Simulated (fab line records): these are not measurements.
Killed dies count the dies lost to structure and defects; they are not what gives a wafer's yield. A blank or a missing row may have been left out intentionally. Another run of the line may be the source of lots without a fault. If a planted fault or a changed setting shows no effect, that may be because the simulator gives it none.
Split-lot trial    flow gf180mcu    23 wafers read from 5 lots, route of 602 steps

## ON THE SPLIT
At GF_M5_PEB_05 (peb time 90 s), the setting peb_time_s was moved away from the recipe's 90 s on 8 of the 23 wafers read, by -11.2% to -10.7%. The other wafers ran this setting at the recipe's value.

## BETWEEN THE SPLIT AND THE READING: the file shows 1 step in between
- GF_M5_DEVELOP_06: develop time 60 s

## THE READING
M5.cd_nm (the simulator's own value, which no gauge read), in nm, at GF_M5_ETCH_09 (etches Si3N4 in CF4/O2, target depth 52 nm, time 11.6 s). The file gives no usual value for it. Average 279.9 nm, standard deviation 1 nm, over the 15 wafers here run with the recipe.

wafer   tool, chamber at the split  peb_time_s as run, s  against the recipe  M5.cd_nm, nm  against lot-mates on the recipe
L075.2  litho_track-04, 0           90                    recipe              282.5         -
L075.3  litho_track-04, 0           80.41                 -10.7%              286.2         +4.5
L075.4  litho_track-04, 0           90                    recipe              281.8         -
L075.5  litho_track-04, 0           80.41                 -10.7%              283.9         +2.2
L075.6  litho_track-04, 0           90                    recipe              280.9         -
L078.1  litho_track-01, 0           79.94                 -11.2%              281.7         +1.9
L078.2  litho_track-01, 0           79.94                 -11.2%              282.7         +2.9
L078.3  litho_track-01, 0           79.94                 -11.2%              282           +2.2
L078.5  litho_track-01, 0           90                    recipe              279.1         -
L078.6  litho_track-01, 0           90                    recipe              280.4         -
L079.1  litho_track-02, 0           90                    recipe              280           -
L079.2  litho_track-02, 0           90                    recipe              279.3         -
L079.3  litho_track-02, 0           90                    recipe              279.7         -
L079.5  litho_track-02, 0           90                    recipe              279.5         -
L079.6  litho_track-02, 0           90                    recipe              278.7         -
L080.2  litho_track-04, 0           90                    recipe              279.4         -
L080.5  litho_track-04, 0           90                    recipe              279.5         -
L080.6  litho_track-04, 0           90                    recipe              278.8         -
L083.1  litho_track-01, 0           90                    recipe              279.2         -
L083.2  litho_track-01, 0           90                    recipe              280.2         -
L083.3  litho_track-01, 0           80.13                 -11.0%              283.5         +3.8
L083.4  litho_track-01, 0           80.13                 -11.0%              281.5         +1.8
L083.5  litho_track-01, 0           80.13                 -11.0%              283           +3.3

THE FIT
A straight line over all 23 wafers: M5.cd_nm changes by -0.282 nm for each +1% of peb_time_s; r = -0.77; the points scatter about the line by 1.3 nm.
The same after taking each lot's own level away (the mean of its wafers on the recipe; 23 wafers): -0.257 nm for each +1%; r = -0.89; scatter 0.71 nm.
According to that fit, moving peb_time_s by its largest amount changes the reading by 2.9 nm.
Measured against the standard deviation above, the lots' own levels, which go from 279.23 to 281.73 nm, span 2.4 times it.
So the lot-to-lot level blurs the effect unless lot-mates are compared.
Check: with one of the wafers moved furthest among these (-11.2%) left out of the fit, the line predicts +3.02 nm for it against its lot-mates. It came out at +1.95 nm against them.

## THE OTHER SPLITS THESE WAFERS WENT THROUGH
Other splits were also applied to these wafers ahead of the reading. Each is held against what the fit with the lots' levels taken away leaves over:
other split on the same wafers        wafers away from the commonest value  r with M5.cd_nm (lot level and that fit taken away)
GF_M3_SPUTTER_02 chamber_pressure_pa  18                                    +0.24
GF_V3_CVD_00 sih4_flow_sccm           9                                     -0.15
GF_V3_SPUTTER_22 time_s               4                                     +0.00
GF_V4_COAT_09 resist_thk_nm           6                                     -0.21
GF_V4_PEB_12 peb_time_s               12                                    -0.20
GF_V4_SPUTTER_22 time_s               12                                    -0.06
GF_MIM_SPUTTER_04 power_w             12                                    -0.06

## FILE'S OWN FIT
M5.cd_nm changes by -0.264 nm for each +1% of peb_time_s, r = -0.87.
